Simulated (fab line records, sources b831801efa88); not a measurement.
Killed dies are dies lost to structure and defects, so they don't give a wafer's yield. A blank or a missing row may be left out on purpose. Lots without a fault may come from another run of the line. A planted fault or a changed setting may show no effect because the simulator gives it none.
One fault seen from 2 desks | flow sky130 | each desk has only its own numbers; what lay behind them comes last

THE METROLOGY DESK
What the gauges read, lot by lot, whatever tool the lot ran on: means of the sampled wafers that have a number. A lot is out of limits, marked OUT, if its mean lies more than 4 standard deviations from the usual mean; the brackets give that distance.
Columns: A = INCOMING_BOW at SKY_FIELD_ISO_BOW_MEAS_00, usual 1 um; B = FIELD_ISO_OXIDATION_00_THK at SKY_FIELD_ISO_THK_MEAS_02, usual 11.97 nm; C = PWDE_OVL at SKY_PWDE_OVL_MEAS_07, usual -0.4 nm
lot  | first seen here | A  | B     | C
L736 | day 1 10:02     | -1 | 11.79 | -0.0
L738 | day 1 20:04     | -3 | 12.14 | -1.4
L741 | day 2 11:00     | 1  | 12.10 | -0.7
L742 | day 2 16:01     | 2  | 12.22 | 2.0
L743 | day 2 21:00     | 6  | 12.33 | -1.0
L744 | day 3 02:00     | -6 | 12.07 | -0.2
L745 | day 3 07:01     | -3 | 11.84 | -1.1
L750 | day 4 08:00     | -1 | 12.12 | -1.4
L752 | day 4 18:00     | 5  | 12.15 | 0.7
L754 | day 5 04:00     | -5 | 12.33 | -1.3
L755 | day 5 09:01     | -2 | 11.68 | 1.8
L757 | day 5 19:01     | 4  | 11.61 | -2.7
L759 | day 6 05:00     | -1 | 11.65 | 0.4
This desk's finding: nothing out of limits on any of the 13 lots.

THE TOOL OWNER'S DESK: rie_si-02
The tool's own readings at SKY_FIELD_ISO_ETCH_17 (etches Si in HBr/Cl2/O2, target depth 342 nm, time 97.7 s): means of the sampled wafers that have a number, for each lot that ran on this tool. A lot is out of limits, marked OUT, if its mean lies more than 4 standard deviations from the usual mean; the brackets give that distance.
Columns: A = drypump_motor_current_A at SKY_FIELD_ISO_ETCH_17, usual 5.8 A; B = oes_product_au at SKY_FIELD_ISO_ETCH_17, usual 1.000 a.u.; C = run_length_s at SKY_FIELD_ISO_ETCH_17, usual 125.9 s; D = throttle_valve_pct at SKY_FIELD_ISO_ETCH_17, usual 25.656 %
lot  | first seen here | A   | B     | C                | D
L736 | day 2 04:13     | 5.2 | 1.004 | 126.0            | 25.638
L741 | day 3 09:20     | 5.4 | 1.012 | 125.8            | 25.654
L743 | day 3 19:01     | 5.6 | 1.000 | 125.7            | 25.652
L744 | day 4 03:27     | 5.4 | 1.015 | 125.4            | 25.647
L752 | day 5 18:16     | 5.4 | 1.012 | 122.7 (-7.0) OUT | 25.660
L754 | day 6 02:19     | 5.4 | 0.996 | 122.6 (-7.3) OUT | 25.661
This desk's finding: out of limits on L752, L754; first on L752, day 5 18:16 (run_length_s at SKY_FIELD_ISO_ETCH_17). In limits: L736, L741, L743, L744.

PUT TOGETHER
The tool owner's desk could have raised an alarm at day 5 18:16, on L752, L754.
The metrology desk saw nothing out of limits.
The metrology desk has L752, L754 on record, within its limits.
Of the lots named, all ran SKY_FIELD_ISO_ETCH_17 on rie_si-02.

WHAT THE SIMULATOR HAD PUT IN
Process parameter drift: rie_si-02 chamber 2, from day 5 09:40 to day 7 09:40, at SKY_FIELD_ISO_ETCH_17. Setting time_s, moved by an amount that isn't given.
Lots struck among those shown: L752, L754.
Hours from the fault's start to each desk's first reading out of limits: the tool owner's desk, 9.
